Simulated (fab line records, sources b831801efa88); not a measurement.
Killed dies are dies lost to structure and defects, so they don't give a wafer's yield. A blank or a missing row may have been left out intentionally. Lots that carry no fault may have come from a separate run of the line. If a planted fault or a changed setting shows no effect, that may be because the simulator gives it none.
Which of the tools did it? | flow sky130 | 6 lots with 18 wafers sampled at 2 steps, on a route of 708 steps

WHAT THE GAUGES SHOWED, per wafer
SKY_VIA3_THK_MEAS_01.
lot  | measured     | on            | VIA3_HDPCVD_THK (nm)
L950 | day 39 01:56 | film-metro-02 | 1628 1636 1642
L953 | day 39 18:43 | film-metro-03 | 1600 1619 1649
L957 | day 41 14:50 | film-metro-03 | 1658 1631 1649
L961 | day 42 06:10 | film-metro-02 | 1625 1665 1648
L970 | day 44 12:10 | film-metro-03 | 1657 1639 1678

EACH LOT AND THE TOOL THAT RAN IT (in order: tool; ch and the chambers of the sampled wafers; start)
lot  | SKY_FIELD_ISO_ETCH_17
L950 | rie-si-02 ch 0,1,3, day 2 11:02
L953 | rie-si-02 ch 2,3, day 3 04:17
L957 | rie-si-01 ch 0,2, day 3 22:11
L959 | rie-si-02 ch 0,1,3, day 4 08:09
L961 | rie-si-02 ch 1,3, day 4 17:45
L970 | rie-si-02 ch 0,2, day 6 17:38
- SKY_FIELD_ISO_ETCH_17: etches Si in HBr/Cl2/O2, target depth 342 nm, time 97.7 s.

THE ANSWER, worked out from the rows above alone
Rule: usual is defined by the lots themselves. Put in order of their means at a reading, lots are off if they are a third of the lots or fewer, leave a main group of 4 or more, and stand apart from it by a gap of 3 or more times the standard deviation of the main group's means; of several such gaps the widest counts. If all means in a main group match to the digits the tables above print for the reading, that group is not used. Also off: a lot with no number at a reading for which 4 or more lots have one. Where the step has rows for the other lots, those lots are counted as sound.
Across all readings shown, no lot is off: no conclusion can be drawn from this.

WHAT WAS PUT IN BY THE SIMULATOR
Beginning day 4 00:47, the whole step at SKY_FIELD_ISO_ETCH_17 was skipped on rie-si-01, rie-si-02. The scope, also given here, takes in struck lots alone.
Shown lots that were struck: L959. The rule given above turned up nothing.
